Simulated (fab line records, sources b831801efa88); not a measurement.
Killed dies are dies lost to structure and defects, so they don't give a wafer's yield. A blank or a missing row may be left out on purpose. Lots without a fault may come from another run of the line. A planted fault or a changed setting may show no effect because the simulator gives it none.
Chamber matching | flow gf180mcu | GF_V1_ETCH_16 on rie_diel-03: 4 sister chambers
The step etches BARC in N2/H2. 4 wafers are shown with their chamber, then 8 later ones without.

WAFERS WITH THEIR CHAMBER
wafer  | chamber | throttle_valve_pct (%)
L336.4 | 3       | 13.221
L345.2 | 2       | 13.227
L345.4 | 0       | 13.233
L346.2 | 1       | 13.220

WAFERS WITHOUT THEIR CHAMBER
wafer  | throttle_valve_pct (%)
L346.5 | 13.243
L346.6 | 13.227
L347.3 | 13.215
L347.4 | 13.240
L347.6 | 13.221
L350.1 | 13.216
L350.2 | 13.209
L350.5 | 13.225

WHICH CHAMBER EACH WENT THROUGH
wafer  | from the rows above               | in truth
L346.5 | can't be placed: 0 or 2 or 3      | 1
L346.6 | can't be placed: 2 or 0 or 3 or 1 | 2
L347.3 | can't be placed: 1 or 3 or 2      | 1
L347.4 | can't be placed: 0 or 2 or 3      | 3
L347.6 | can't be placed: 3 or 1 or 2 or 0 | 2
L350.1 | can't be placed: 1 or 3 or 2      | 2
L350.2 | can't be placed: 1 or 3 or 2      | 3
L350.5 | can't be placed: 2 or 3 or 1 or 0 | 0
Placed correctly: 0 of 8. Can't be placed from these rows: 8 (the true chamber is among the candidates in 7). Placed wrongly: 0.
How it was worked out, from the rows above alone: a wafer's distance from a chamber is the root of the sum, over the readings, of the square of ((its reading less the chamber's mean) divided by the reading's scatter). The wafer belongs to the nearest chamber; if the next one is less than 2 further off, it can't be placed. A chamber's mean is the mean of its shown wafers. The scatter: with one shown wafer a chamber, the root of the mean of the squares of how far each hidden wafer lies from its nearest shown one.
